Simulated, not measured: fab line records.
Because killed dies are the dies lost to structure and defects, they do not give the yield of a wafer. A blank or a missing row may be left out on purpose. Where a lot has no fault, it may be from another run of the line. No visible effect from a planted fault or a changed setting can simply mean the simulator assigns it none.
fab line records | flow sky130
record: lots: 6 | wafers: 18 | last-day: 50
route steps=708 shown METAL2@490 PAD_OPEN@708
lots untouched by any fault: they come from a run of this same line in which no faults occurred
start-h: hours from the record's opening day to when the first of the lot's shown wafers began | wait-h: hours since the lot's step before | " same as the row above | L1.1+2: one row covering several wafers at once | - no value, or no start was given | * or withheld: withheld | < > ~ a bound
route shown NAME@n: a module of which the file shows steps, and the number in the route of the first | usual: the fault-free wafers' mean and standard deviation | same: alike in all rows | chamber/n: place in a boat | sites: each site's reading | _std_site: their standard deviation | _edge_site: outer sites' mean less inner sites' | radius-mm: how far each site lies from the wafer's centre | mask NAME#n: copy n | behind: the tool/chamber that last shaped the wafer | hold: the reason the lot was held/the length of the hold in hours/how it ended | device: the n, p or np transistor that did not switch | end of line: the route-end tests of the same wafers | a step with no rows: only its recipe | killed: the dies lost at the first sort to structure and to defects; this is not the yield of the wafer | map: a wafer's dies, x killed, . not, _ none there
set.NAME: the setting the step ran with; set.NAME@STEP: the setting that earlier step ran with | model.NAME: the simulator's own value behind a step, which no gauge read
certain route steps with their lots: each step a table, each wafer a row
services: when a tool's chamber went out of use (start-h, in hours from the record's first day, below 0 if earlier), for how many hours, and the reason
== steps ==
step: SKY_METAL2_DEHYDRATE_07
recipe: temp-c: 200 | time-s: 60
step: SKY_METAL2_HMDS_08
recipe: prime-time-s: 60 | prime-temp-c: 120
step: SKY_METAL2_COAT_09
recipe: resist: BARC | temp-c: withheld | time-s: withheld | spin-rpm: 3000 | resist-thk-nm: 60
step: SKY_METAL2_COAT_10
recipe: resist: KrF-thick | spin-rpm: 3000 | resist-thk-nm: 450
step: SKY_METAL2_SOFTBAKE_11
recipe: temp-c: 100 | time-s: 90 | resist: KrF-thick
step: SKY_METAL2_EXPOSE_12
recipe: mask-id: MM2 | na: 0.8 | source-shape: annular | sigma-inner: 0.55 | sigma-outer: 0.85 | target-cd-nm: 140 | dose-mj: 28
step: SKY_METAL2_PEB_13
recipe: peb-temp-c: withheld | peb-time-s: withheld | resist: KrF-thick
step: SKY_METAL2_DEVELOP_14
recipe: develop-time-s: 60 | resist: KrF-thick | dev-temp-c: 21
step: SKY_METAL2_CD_MEAS_15
recipe: target-cd-nm: 140
usual: cd-nm: 139.6/1.5
lot.wafer | tool      | chamber | start-h | wait-h | cd-nm
L886.2    | cd-sem-02 | -       | 833.70  | -      | 138.3
L886.3    | "         | -       | "       | "      | 138.5
L886.6    | "         | -       | "       | "      | 138.2
L892.1    | cd-sem-01 | -       | 875.95  | -      | 138.1
L892.5    | "         | -       | "       | "      | 140.0
L892.6    | "         | -       | "       | "      | 138.7
L897.1    | cd-sem-01 | -       | 908.28  | -      | 138.8
L897.5    | "         | -       | "       | "      | 139.7
L897.6    | "         | -       | "       | "      | 139.6
L899.2    | cd-sem-01 | -       | 924.75  | -      | 139.0
L899.3    | "         | -       | "       | "      | 141.7
L899.4    | "         | -       | "       | "      | 138.9
L904.1    | cd-sem-02 | -       | 957.10  | -      | 139.6
L904.3    | "         | -       | "       | "      | 139.9
L904.6    | "         | -       | "       | "      | 140.9
L907.2    | cd-sem-02 | -       | 981.77  | -      | 139.8
L907.3    | "         | -       | "       | "      | 139.3
L907.5    | "         | -       | "       | "      | 139.9
step: SKY_METAL2_OVL_MEAS_16
usual: METAL2_OVL: 3/5.5
lot.wafer | tool       | chamber | start-h | wait-h | METAL2_OVL[nm]
L886.2    | overlay-01 | -       | 833.81  | 0.1    | -7
L886.3    | "          | -       | "       | "      | -10
L886.6    | "          | -       | "       | "      | -1
L892.1    | overlay-02 | -       | 876.07  | 0.1    | 2
L892.5    | "          | -       | "       | "      | 5
L892.6    | "          | -       | "       | "      | 1
L897.1    | overlay-01 | -       | 908.40  | 0.1    | 2
L897.5    | "          | -       | "       | "      | -1
L897.6    | "          | -       | "       | "      | -7
L899.2    | overlay-01 | -       | 924.86  | 0.1    | -3
L899.3    | "          | -       | "       | "      | 2
L899.4    | "          | -       | "       | "      | -1
L904.1    | overlay-02 | -       | 957.22  | 0.1    | 7
L904.3    | "          | -       | "       | "      | 0
L904.6    | "          | -       | "       | "      | 8
L907.2    | overlay-02 | -       | 981.88  | 0.1    | -1
L907.3    | "          | -       | "       | "      | -2
L907.5    | "          | -       | "       | "      | -1
step: SKY_METAL2_DESCUM_17
recipe: chemistry: O2 | source-power-w: 150 | bias-power-w: 0 | pressure-mtorr: 10 | temp-c: 40 | time-s: 8
usual: drypump-motor-current-A: 5.8/0.5 | oes-product-au: 0.999/0.0073
lot.wafer | tool         | chamber | start-h | wait-h | drypump-motor-current-A | oes-product-au | rf-hours-counter-h
L886.2    | rie-metal-04 | 1       | 833.84  | 0.0    | 5.3                     | 1.004          | 11
L886.3    | "            | 0       | "       | "      | 6.1                     | 0.993          | -
L886.6    | "            | 0       | "       | "      | 6.2                     | 1.002          | -
L892.1    | rie-metal-01 | 0       | 876.11  | 0.0    | 5.7                     | 1.008          | 5
L892.5    | "            | 0       | "       | "      | 5.7                     | 1.008          | -
L892.6    | "            | 1       | "       | "      | 6.5                     | 0.990          | -
L897.1    | rie-metal-04 | 1       | 908.44  | 0.0    | 5.3                     | 1.011          | 14
L897.5    | "            | 0       | "       | "      | 6.1                     | 1.002          | -
L897.6    | "            | 1       | "       | "      | 5.3                     | 1.005          | -
L899.2    | rie-metal-04 | 1       | 924.89  | 0.0    | 5.3                     | 1.000          | 15
L899.3    | "            | 0       | "       | "      | 6.1                     | 1.003          | -
L899.4    | "            | 1       | "       | "      | 5.3                     | 1.004          | -
L904.1    | rie-metal-02 | 0       | 957.25  | 0.0    | 5.0                     | 0.998          | 9
L904.3    | "            | 0       | "       | "      | 5.0                     | 1.001          | -
L904.6    | "            | 1       | "       | "      | 5.4                     | 1.005          | -
L907.2    | rie-metal-02 | 0       | 981.91  | 0.0    | 5.1                     | 1.006          | 11
L907.3    | "            | 1       | "       | "      | 5.5                     | 0.999          | -
L907.5    | "            | 0       | "       | "      | 5.1                     | 1.004          | -
step: SKY_METAL2_ETCH_18
recipe: chemistry: N2/H2 | target: BARC | ion-energy-ev: 200 | bias-w: 100 | pressure-mtorr: 30 | n2-flow-sccm: 100 | h2-flow-sccm: 200 | icp-w: 500 | stop-on: SiO2 | time-s: 45.9 | target-depth-a: 600
usual: bias-w: 100.03/0.27 | drypump-motor-current-A: 5.8/0.5 | oes-product-au: 0.856/0.0042 | run-length-s: 74.3/0.64 | throttle-valve-pct: 13.225/0.0091
lot.wafer | tool         | chamber | start-h | wait-h | bias-w | drypump-motor-current-A | oes-product-au | rf-hours-counter-h | run-length-s | throttle-valve-pct
L886.2    | rie-metal-04 | 1       | 833.87  | 0.0    | 99.54  | 5.3                     | 0.861          | 11                 | 74.3         | 13.230
L886.3    | "            | 0       | "       | "      | 100.26 | 6.2                     | 0.858          | -                  | 74.2         | 13.232
L886.6    | "            | 0       | "       | "      | 100.22 | 6.2                     | 0.853          | -                  | 74.0         | 13.224
L892.1    | rie-metal-01 | 0       | 876.14  | 0.0    | 99.58  | 5.7                     | 0.855          | 5                  | 74.4         | 13.222
L892.5    | "            | 0       | "       | "      | 99.52  | 5.7                     | 0.856          | -                  | 74.6         | 13.218
L892.6    | "            | 1       | "       | "      | 100.04 | 6.5                     | 0.855          | -                  | 73.6         | 13.237
L897.1    | rie-metal-04 | 1       | 908.47  | 0.0    | 99.60  | 5.3                     | 0.856          | 14                 | 74.7         | 13.218
L897.5    | "            | 0       | "       | "      | 100.37 | 6.1                     | 0.857          | -                  | 74.1         | 13.230
L897.6    | "            | 1       | "       | "      | 99.92  | 5.3                     | 0.849          | -                  | 74.6         | 13.221
L899.2    | rie-metal-04 | 1       | 924.92  | 0.0    | 100.10 | 5.3                     | 0.858          | 15                 | 74.3         | 13.224
L899.3    | "            | 0       | "       | "      | 100.28 | 6.2                     | 0.845          | -                  | 74.2         | 13.220
L899.4    | "            | 1       | "       | "      | 99.88  | 5.3                     | 0.859          | -                  | 74.8         | 13.209
L904.1    | rie-metal-02 | 0       | 957.29  | 0.0    | 99.95  | 5.0                     | 0.856          | 9                  | 74.1         | 13.223
L904.3    | "            | 0       | "       | "      | 100.21 | 5.0                     | 0.854          | -                  | 74.0         | 13.227
L904.6    | "            | 1       | "       | "      | 100.39 | 5.4                     | 0.852          | -                  | 74.5         | 13.215
L907.2    | rie-metal-02 | 0       | 981.94  | 0.0    | 99.68  | 5.1                     | 0.859          | 11                 | 74.6         | 13.235
L907.3    | "            | 1       | "       | "      | 99.87  | 5.4                     | 0.863          | -                  | 73.9         | 13.217
L907.5    | "            | 0       | "       | "      | 99.87  | 5.0                     | 0.857          | -                  | 74.1         | 13.232
step: SKY_METAL2_METAL_ETCH_19
recipe: target-depth-a: 3600 | stop-on: SiO2 | over-etch-frac: 0.3 | time-s: 78 | chemistry: Cl2/BCl3 | resist-sidewall-deg: 88 | pressure-mtorr: 10 | icp-w: 900 | bias-w: 48.5 | Cl2_flow_sccm: 60 | bcl3-flow-sccm: 30
usual: bias-w: 48.46/0.15 | drypump-motor-current-A: 5.8/0.49 | oes-product-au: 0.854/0.005 | run-length-s: 106.4/0.65 | throttle-valve-pct: 22.264/0.01
lot.wafer | tool         | chamber | start-h | wait-h | bias-w | drypump-motor-current-A | oes-product-au | rf-hours-counter-h | run-length-s | throttle-valve-pct | model.KrF-thick_of_METAL2_COAT_10.thk-nm
L886.2    | rie-metal-04 | 1       | 833.93  | 0.0    | 48.41  | 5.3                     | 0.859          | 11                 | 106.4        | 22.266             | 156.8
L886.3    | "            | 0       | "       | "      | 48.27  | 6.2                     | 0.865          | -                  | 106.3        | 22.274             | 159.3
L886.6    | "            | 0       | "       | "      | 48.17  | 6.2                     | 0.855          | -                  | 106.4        | 22.272             | 160.2
L892.1    | rie-metal-01 | 0       | 876.20  | 0.0    | 48.62  | 5.7                     | 0.864          | 5                  | 106.1        | 22.274             | 153.2
L892.5    | "            | 0       | "       | "      | 48.38  | 5.6                     | 0.852          | -                  | 106.1        | 22.261             | 155.7
L892.6    | "            | 1       | "       | "      | 48.50  | 6.5                     | 0.855          | -                  | 105.7        | 22.255             | 160.5
L897.1    | rie-metal-04 | 1       | 908.53  | 0.0    | 48.20  | 5.3                     | 0.853          | 14                 | 106.7        | 22.264             | 156.4
L897.5    | "            | 0       | "       | "      | -      | 6.1                     | 0.885          | -                  | 102.7        | 22.259             | 168.2
L897.6    | "            | 1       | "       | "      | 48.40  | 5.3                     | 0.857          | -                  | 107.1        | 22.261             | 155
L899.2    | rie-metal-04 | 1       | 924.98  | 0.0    | 48.34  | 5.3                     | 0.855          | 15                 | 106.7        | 22.257             | 156.8
L899.3    | "            | 0       | "       | "      | -      | 6.2                     | 0.891          | -                  | 102.9        | 22.278             | 169.4
L899.4    | "            | 1       | "       | "      | 48.45  | 5.3                     | 0.848          | -                  | 106.4        | 22.282             | 156.8
L904.1    | rie-metal-02 | 0       | 957.35  | 0.0    | 48.32  | 5.1                     | 0.854          | 9                  | 106.1        | 22.253             | 159.5
L904.3    | "            | 0       | "       | "      | 48.58  | 5.1                     | 0.859          | -                  | 106.1        | 22.263             | 157.1
L904.6    | "            | 1       | "       | "      | 48.28  | 5.4                     | 0.854          | -                  | 106.1        | 22.271             | 159
L907.2    | rie-metal-02 | 0       | 982.00  | 0.0    | 48.59  | 5.0                     | 0.854          | 11                 | 106.3        | 22.266             | 163.2
L907.3    | "            | 1       | "       | "      | 48.43  | 5.4                     | 0.855          | -                  | 106.1        | 22.269             | 162.1
L907.5    | "            | 0       | "       | "      | 48.60  | 5.0                     | 0.859          | -                  | 106.4        | 22.247             | 162.3
step: SKY_METAL2_STRIP_20
recipe: chemistry: O2/N2 | power-w: 1400 | pressure-mtorr: 1500 | platen-temp-c: withheld | o2-flow-sccm: 3000 | n2-flow-sccm: 300 | overash-fraction: 0.5
usual: drypump-motor-current-A: 5.8/0.58 | oes-product-au: 0.343/0.0046 | strip-time-to-endpoint-s: 2.71/0.036
lot.wafer | tool            | chamber | start-h | wait-h | drypump-motor-current-A | oes-product-au | rf-hours-counter-h | strip-time-to-endpoint-s
L886.2    | plasma-asher-01 | 0       | 834.02  | 0.1    | 6.6                     | 0.348          | 41                 | 2.68
L886.3    | "               | 1       | "       | "      | 6.0                     | 0.338          | -                  | 2.71
L886.6    | "               | 1       | "       | "      | 6.0                     | 0.347          | -                  | 2.71
L892.1    | plasma-asher-01 | 1       | 876.29  | 0.1    | 6.0                     | 0.342          | 45                 | 2.63
L892.5    | "               | 1       | "       | "      | 6.0                     | 0.339          | -                  | 2.66
L892.6    | "               | 0       | "       | "      | 6.6                     | 0.348          | -                  | 2.72
L897.1    | plasma-asher-01 | 0       | 908.62  | 0.1    | 6.6                     | 0.342          | 48                 | 2.67
L897.5    | "               | 1       | "       | "      | 6.0                     | 0.343          | -                  | 2.81
L897.6    | "               | 0       | "       | "      | 6.6                     | 0.340          | -                  | 2.66
L899.2    | plasma-asher-02 | 1       | 925.07  | 0.1    | 5.4                     | 0.342          | 18                 | 2.67
L899.3    | "               | 0       | "       | "      | 5.6                     | 0.349          | -                  | 2.81
L899.4    | "               | 1       | "       | "      | 5.4                     | 0.342          | -                  | 2.67
L904.1    | plasma-asher-01 | 1       | 957.44  | 0.1    | 6.0                     | 0.345          | 53                 | 2.70
L904.3    | "               | 1       | "       | "      | 6.0                     | 0.347          | -                  | 2.67
L904.6    | "               | 0       | "       | "      | 6.6                     | 0.353          | -                  | 2.67
L907.2    | plasma-asher-04 | 0       | 982.09  | 0.1    | 5.0                     | 0.344          | 116                | 2.74
L907.3    | "               | 0       | "       | "      | 5.0                     | 0.345          | -                  | 2.73
L907.5    | "               | 0       | "       | "      | 5.0                     | 0.348          | -                  | 2.75
step: SKY_METAL2_STRIP_21
recipe: chemistry: post-etch-residue-remover | time-s: 1200 | temp-c: 72.5
step: SKY_PAD_OPEN_PROBE_99
usual: defect-limited-yield: 82.8/2 | killed_at_M0_to_M3: 42/7.3 | killed_at_M4_up: 3.2/1.8 | killed-at-contacts: 25/5.2 | killed-at-front-end: 15/4.6 | killed-at-other: 0.3/0.62 | killed-dies: 85/9.9 | killed-open: 46/7.1 | killed-short: 38/5.7 | sort_bin_3_pad_short: 0.9/0.42 | sort_bin_5_function: 10.0/1.5 | sort_bin_6_memory: 6.3/1.2 | sort-n-pass: 407/9.9 | sort-yield-pct: 82.8/2
same: gross-dies: 492 | killed-at-back-side: 0 | sort_bin_4_leakage[%]: 0 | sort_bin_8_speed[%]: 0
lot.wafer | tool      | chamber | start-h | wait-h | defect-limited-yield[%] | killed_at_M0_to_M3 | killed_at_M4_up | killed-at-contacts | killed-at-front-end | killed-at-other | killed-dies | killed-open | killed-short | sort_bin_3_pad_short[%] | sort_bin_5_function[%] | sort_bin_6_memory[%] | sort-n-pass | sort-yield-pct[%]
L897.6    | prober-02 | -       | 1143.24 | 0.2    | 86.2                    | 35                 | 4               | 21                 | 7                   | 1               | 68          | 34          | 34           | 0.4                     | 8.1                    | 5.3                  | 424         | 86.2
L899.4    | prober-02 | -       | 1155.07 | 0.2    | 86.4                    | 31                 | 2               | 25                 | 9                   | 0               | 67          | 26          | 41           | 1.0                     | 7.7                    | 4.9                  | 425         | 86.4
L904.1    | prober-01 | -       | 1180.59 | 0.1    | 84.3                    | 44                 | 5               | 19                 | 9                   | 0               | 77          | 37          | 39           | 1.2                     | 9.1                    | 5.3                  | 415         | 84.3
L904.3    | prober-01 | -       | 1180.69 | 0.2    | 81.5                    | 38                 | 4               | 28                 | 21                  | 0               | 91          | 46          | 43           | 0.6                     | 11.4                   | 6.5                  | 401         | 81.5
L904.6    | prober-01 | -       | 1180.84 | 0.2    | 85.2                    | 29                 | 4               | 21                 | 19                  | 0               | 73          | 38          | 35           | 1.0                     | 7.1                    | 6.7                  | 419         | 85.2
killed by level:class
L897.6 VIA1:geometric-particle:open=9 VIA2:geometric-particle:open=7 CONTACT:geometric-particle:open=6 METAL2:geometric-particle:short=6 CONTACT:geometric-particle:short=5 LI_CONTACT:geometric-particle:short=5 METAL4:geometric-particle:short=4 LI_CONTACT:geometric-particle:open=3
L899.4 CONTACT:geometric-particle:open=8 METAL2:geometric-particle:short=7 CONTACT:geometric-particle:short=6 VIA2:geometric-particle:short=6 VIA3:geometric-particle:open=5 LI_CONTACT:geometric-particle:open=5 FIELD_ISO:geometric-particle:short=4 VIA3:geometric-particle:short=4
L904.1 VIA1:geometric-particle:open=10 METAL1:geometric-particle:short=7 LI_CONTACT:geometric-particle:open=6 VIA1:geometric-particle:short=5 CONTACT:geometric-particle:open=4 POLY_GATE:geometric-particle:short=4 LI_CONTACT:geometric-particle:short=4 METAL4:geometric-particle:open=4
L904.3 VIA1:geometric-particle:open=12 CONTACT:geometric-particle:open=11 FIELD_ISO:geometric-particle:open=7 METAL1:geometric-particle:short=7 VIA1:geometric-particle:short=7 LI_CONTACT:geometric-particle:open=6 CONTACT:geometric-particle:short=5 POLY_GATE:geometric-particle:short=4
L904.6 CONTACT:geometric-particle:open=7 LI_CONTACT:geometric-particle:open=6 FIELD_ISO:geometric-particle:open=5 VIA2:geometric-particle:open=5 POLY_GATE:geometric-particle:short=4 METAL1:geometric-particle:short=4 VIA1:geometric-particle:open=4 VIA1:geometric-particle:short=4
== services ==
tool            | chamber | start-h | hours | kind
rie-metal-02    | 1       | 866.53  | -     | clean
rie-metal-02    | 1       | 866.53  | 15.4  | scheduled-down
rie-metal-02    | 1       | 866.53  | 15.4  | vent-cycle
rie-metal-01    | 1       | 877.61  | -     | clean
rie-metal-01    | 1       | 877.61  | 14.5  | scheduled-down
rie-metal-01    | 1       | 877.61  | 14.5  | vent-cycle
plasma-asher-01 | -       | 882.03  | 5.1   | repair
plasma-asher-04 | -       | 939.21  | 2.8   | pm
plasma-asher-01 | -       | 960.13  | 15.8  | pm
== key ==
first-sign: step: SKY_METAL2_METAL_ETCH_19 | reading: oes-product-au | direction: up | sigmas: 6.8 | usual: 0.854 | struck: 0.888
effect: step: SKY_METAL2_METAL_ETCH_19 | reading: run-length-s | direction: down | sigmas: 5.5 | usual: * | struck: *
effect: step: SKY_METAL2_STRIP_20 | reading: strip-time-to-endpoint-s | direction: up | sigmas: 2.9 | usual: * | struck: *
model-effect: step: SKY_METAL2_METAL_ETCH_19 | value: KrF-thick_of_METAL2_COAT_10.thk-nm | without: 158.4 | struck: 168.8
met-at SKY_METAL2_METAL_ETCH_19
struck-wafers L897.5,L899.3
onset-between 833.93 908.53
fault: kind: process-parameter-drift | tool: rie-metal-04 | chamber: 0 | onset-h: 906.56 | steps: SKY_METAL2_METAL_ETCH_19 | channel: time-s | offset: * | shape: step | end-h: 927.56 | acts-in: * | stated: *
